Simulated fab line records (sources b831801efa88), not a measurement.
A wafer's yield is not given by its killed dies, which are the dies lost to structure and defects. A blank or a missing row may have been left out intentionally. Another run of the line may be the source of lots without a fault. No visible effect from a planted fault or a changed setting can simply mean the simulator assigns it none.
Which of the tools did it? + flow gf180mcu + 13 lots with 39 wafers sampled at 2 steps, on a route of 602 steps

WHAT THE GAUGES READ, wafer by wafer
GF_M5_CD_MEAS_07: the cd target is 280 nm. Usual: 279.9 nm for cd-nm, sd 1.5.
| lot  | measured     | on        | cd-nm (nm)        | flag |
|------|--------------|-----------|-------------------|------|
| L753 | day 26 12:27 | cd-sem-02 | 281.0 281.6 280.9 |      |
| L755 | day 27 05:16 | cd-sem-02 | 280.3 280.0 279.0 |      |
| L756 | day 27 15:33 | cd-sem-01 | 282.3 283.0 282.6 |      |
| L757 | day 27 23:31 | cd-sem-01 | 282.2 281.1 280.3 |      |
| L758 | day 28 11:32 | cd-sem-02 | 281.5 280.6 279.8 |      |
| L759 | day 28 18:46 | cd-sem-02 | 281.7 283.2 282.4 |      |
| L760 | day 29 02:58 | cd-sem-02 | 280.0 279.4 280.5 |      |
| L770 | day 31 12:58 | cd-sem-01 | 279.7 279.3 278.8 |      |
| L771 | day 32 03:41 | cd-sem-01 | 277.3 277.8 277.0 |      |
| L772 | day 32 05:48 | cd-sem-02 | 278.6 277.2 278.2 |      |
| L773 | day 32 09:48 | cd-sem-02 | 279.0 278.9 279.1 |      |
| L774 | day 32 18:04 | cd-sem-01 | 282.6 281.6 281.1 |      |
| L775 | day 33 01:28 | cd-sem-02 | 279.3 280.7 279.7 |      |

WHICH TOOL RAN EACH LOT (tool, then ch and the chambers of the sampled wafers, then the start)
| lot  | GF_V4_CVD_23                  |
|------|-------------------------------|
| L753 | cvd-w-02 ch 0,1, day 24 15:54 |
| L755 | cvd-w-01 ch 0,1, day 25 10:47 |
| L756 | cvd-w-01 ch 0,1, day 25 22:08 |
| L757 | cvd-w-02 ch 0,1, day 26 05:52 |
| L758 | cvd-w-02 ch 0,1, day 26 18:35 |
| L759 | cvd-w-02 ch 0,1, day 27 01:55 |
| L760 | cvd-w-02 ch 0,1, day 27 10:40 |
| L770 | cvd-w-01 ch 0,1, day 30 00:09 |
| L771 | cvd-w-01 ch 0,1, day 30 14:27 |
| L772 | cvd-w-02 ch 0,1, day 30 17:22 |
| L773 | cvd-w-02 ch 0,1, day 30 22:36 |
| L774 | cvd-w-01 ch 0,1, day 31 06:44 |
| L775 | cvd-w-02 ch 0,1, day 31 15:40 |
- GF_V4_CVD_23: deposits W, target thk 350 nm, time 104.9 s.

AS READ BY THE TOOLS THEMSELVES (means over the sampled wafers that have a number; for cases with no such wafer, the mark the record gives instead)
GF_V4_CVD_23. Usual: 897 W for heater-power-w, sd 36.
| lot  | tool     | heater-power-w (W) | flag |
|------|----------|--------------------|------|
| L753 | cvd-w-02 | 871                |      |
| L755 | cvd-w-01 | 928                |      |
| L756 | cvd-w-01 | 919                |      |
| L757 | cvd-w-02 | 843                |      |
| L758 | cvd-w-02 | 852                |      |
| L759 | cvd-w-02 | 840                |      |
| L760 | cvd-w-02 | 849                |      |
| L770 | cvd-w-01 | 915                |      |
| L771 | cvd-w-01 | 930                |      |
| L772 | cvd-w-02 | 843                |      |
| L773 | cvd-w-02 | 855                |      |
| L774 | cvd-w-01 | 924                |      |
| L775 | cvd-w-02 | 859                |      |

THE ANSWER, worked out from the rows above alone
Rule: take the mean of a lot's wafers that have a number; if it is more than 3 standard deviations from the usual mean, the lot is off. Also off: a lot with no number at a reading for which 4 or more lots have one. The other lots that the step has rows for count as sound. After the gauges, taken in route order, come the tools' own readings; for these a lot's mean is taken, as printed above. At the first step where some lot is off, the reading lying furthest off is the one used; lots without a number count as furthest.
No lot is off on any of the readings shown, so nothing can be concluded from this.

WHAT THE SIMULATOR HAD PUT IN
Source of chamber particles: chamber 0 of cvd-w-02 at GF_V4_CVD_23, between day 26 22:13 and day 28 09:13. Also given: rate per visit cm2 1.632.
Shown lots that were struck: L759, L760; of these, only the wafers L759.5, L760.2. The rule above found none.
